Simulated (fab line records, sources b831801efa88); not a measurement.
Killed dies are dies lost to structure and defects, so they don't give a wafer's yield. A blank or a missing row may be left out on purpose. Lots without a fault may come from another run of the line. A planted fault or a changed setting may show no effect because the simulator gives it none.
Which tool did it? | flow sky130 | 13 lots, 39 wafers sampled, at 4 steps of a route of 708

WHAT THE GAUGES READ, wafer by wafer
SKY_SONOS_ONO_CD_MEAS_13: target cd 410 nm.
lot  | measured     | on        | cd_nm (nm)
L974 | day 12 12:05 | cd_sem-02 | 412.8 412.1 412.7
L975 | day 12 21:23 | cd_sem-01 | 406.7 408.7 407.9
L976 | day 13 07:19 | cd_sem-02 | 412.2 410.4 409.4
L977 | day 13 14:53 | cd_sem-02 | 406.7 406.8 407.2
L978 | day 14 01:22 | cd_sem-02 | 410.9 411.5 409.6
L979 | day 14 12:05 | cd_sem-01 | 409.9 408.0 410.2
L980 | day 14 19:32 | cd_sem-02 | 407.4 408.1 406.1
L981 | day 15 04:29 | cd_sem-02 | 409.6 409.7 410.9
L985 | day 16 11:29 | cd_sem-01 | 416.8 413.8 411.9
L986 | day 17 00:12 | cd_sem-02 | 417.0 414.7 415.4
L994 | day 19 17:17 | cd_sem-02 | 410.4 408.9 409.6
L996 | day 20 08:39 | cd_sem-02 | 407.7 407.7 408.3
L997 | day 20 15:55 | cd_sem-01 | 410.4 408.9 410.9

SKY_METAL1_THK_MEAS_06: measures by xrf.
lot  | measured     | on            | METAL1_ALCU_THK (nm)
L974 | day 31 10:20 | film_metro-02 | 247 246 249
L975 | day 31 20:31 | film_metro-02 | 248 251 249
L976 | day 32 07:26 | film_metro-03 | 253 251 250
L977 | day 32 16:23 | film_metro-03 | 257 254 256
L978 | day 33 01:59 | film_metro-01 | 251 254 250
L979 | day 33 16:55 | film_metro-02 | 254 252 250
L980 | day 33 19:21 | film_metro-01 | 250 251 247
L981 | day 34 07:29 | film_metro-01 | 253 247 248
L994 | day 38 02:32 | film_metro-01 | 249 251 247
L996 | day 38 18:52 | film_metro-02 | 252 252 254
L997 | day 39 00:15 | film_metro-02 | 253 253 252

WHICH TOOL RAN EACH LOT (tool, then ch and the chambers of the sampled wafers, then the start)
lot  | SKY_LI_CONTACT_SPUTTER_19    | SKY_CONTACT_CMP_27
L974 | pvd_sputter-04, day 28 22:09 | cmp-01 ch 0,1,3, day 31 09:52
L975 | pvd_sputter-03, day 29 08:05 | cmp-01 ch 1,2,3, day 31 20:00
L976 | pvd_sputter-04, day 29 19:59 | cmp-02 ch 0,2, day 32 06:55
L977 | pvd_sputter-01, day 30 04:44 | cmp-01 ch 1,3, day 32 15:49
L978 | pvd_sputter-01, day 30 14:22 | cmp-02 ch 1,3, day 33 01:25
L979 | pvd_sputter-04, day 31 05:58 | cmp-02 ch 0,1,2, day 33 16:22
L980 | pvd_sputter-01, day 31 08:41 | cmp-01 ch 1,3, day 33 18:50
L981 | pvd_sputter-04, day 31 20:27 | cmp-02 ch 1,2,3, day 34 06:55
L985 | pvd_sputter-01, day 33 03:23 | -
L986 | pvd_sputter-01, day 33 07:58 | -
L994 | pvd_sputter-04, day 35 18:17 | cmp-01 ch 0,1, day 38 01:58
L996 | pvd_sputter-04, day 36 10:38 | cmp-02 ch 0,1,2, day 38 18:18
L997 | pvd_sputter-04, day 36 16:54 | cmp-01 ch 0,1,2, day 38 23:41
- SKY_LI_CONTACT_SPUTTER_19: material Ti, target thk 20 nm, time 106.37 s.
- SKY_CONTACT_CMP_27: polishes, stops on SiO2, t overpolish 15 s, target thk 0 nm.

WHAT THE TOOLS THEMSELVES READ (means of the sampled wafers that have a number; where no wafer has one, the mark that the record gives instead)
SKY_LI_CONTACT_SPUTTER_19.
lot  | tool           | cathode_dc_power_W (W) | chamber_pressure_pa (Pa) | throttle_valve_pct (%)
L974 | pvd_sputter-04 | 2499.9                 | 5.008                    | 31.0
L975 | pvd_sputter-03 | 2500.4                 | 5.002                    | 29.8
L976 | pvd_sputter-04 | 2499.7                 | 5.007                    | 30.4
L977 | pvd_sputter-01 | 2500.3                 | 5.002                    | 30.1
L978 | pvd_sputter-01 | 2500.1                 | 4.999                    | 30.4
L979 | pvd_sputter-04 | 2500.2                 | 5.006                    | 32.1
L980 | pvd_sputter-01 | 2500.0                 | 4.999                    | 30.1
L981 | pvd_sputter-04 | 2500.6                 | 5.004                    | 29.9
L985 | pvd_sputter-01 | -                      | -                        | -
L986 | pvd_sputter-01 | -                      | -                        | -
L994 | pvd_sputter-04 | 2499.6                 | 4.998                    | 31.2
L996 | pvd_sputter-04 | 2499.5                 | 5.009                    | 30.3
L997 | pvd_sputter-04 | 2500.2                 | 5.013                    | 29.2

SKY_CONTACT_CMP_27.
lot  | tool   | edge_zone_pressure_frac | motor_current_A (A) | overpolish_run_s (s) | time_to_endpoint_s (s)
L974 | cmp-01 | 0.994                   | 12.2                | 14.992               | 81
L975 | cmp-01 | 1.002                   | 12.3                | 15.000               | 79
L976 | cmp-02 | 0.993                   | 9.8                 | 14.992               | 88
L977 | cmp-01 | 0.997                   | 12.1                | 15.009               | 81
L978 | cmp-02 | 1.000                   | 11.0                | 14.996               | 86
L979 | cmp-02 | 0.997                   | 10.3                | 15.005               | 82
L980 | cmp-01 | 0.994                   | 12.0                | 14.991               | 77
L981 | cmp-02 | 0.999                   | 10.8                | 14.994               | 80
L994 | cmp-01 | 1.003                   | 11.9                | 15.011               | 78
L996 | cmp-02 | 0.999                   | 10.2                | 15.002               | 86
L997 | cmp-01 | 0.998                   | 11.9                | 15.004               | 79

THE ANSWER, worked out from the rows above alone
Rule: what is usual is taken from the lots themselves. Put in order of their means at a reading, lots are off if they are a third of the lots or fewer, leave a main group of 4 or more, and stand apart from it by a gap of 3 or more times the standard deviation of the main group's means; of several such gaps the widest counts. A main group whose means are all the same, to the digits that the tables above print for the reading, isn't used. A lot without any number at a reading at which 4 lots or more have one is off too. The other lots that the step has rows for count as sound. The gauges are gone through in route order, then the tools' own readings, and for those a lot's mean is taken as printed above. The first step at which some lot is off is used, and at that step the reading that is off furthest; a lot without a number counts as furthest.
Off: L985, L986, at SKY_LI_CONTACT_SPUTTER_19 (cathode_dc_power_W). Without a number there: L985, L986. The main group: mean 2500.0 W, standard deviation 0.33.
A tool fits if, at that step or a process step before it, it ran every lot that is off, and no sound lot after the first of them. One fits: pvd_sputter-01 at SKY_LI_CONTACT_SPUTTER_19. Its last sound lot is L980 (day 31 08:41), its first lot that is off L985 (day 33 03:23): a fault that began between those two fits.
Blank at SKY_LI_CONTACT_SPUTTER_19 on the lots that are off, where sound lots have numbers: cathode_dc_power_W, chamber_pressure_pa, throttle_valve_pct.

WHAT THE SIMULATOR HAD PUT IN
Skipped step whole: pvd_sputter-01, from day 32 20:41 on, at SKY_LI_CONTACT_SPUTTER_19. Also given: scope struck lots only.
Lots struck among those shown: L985, L986. The rule above found the same.
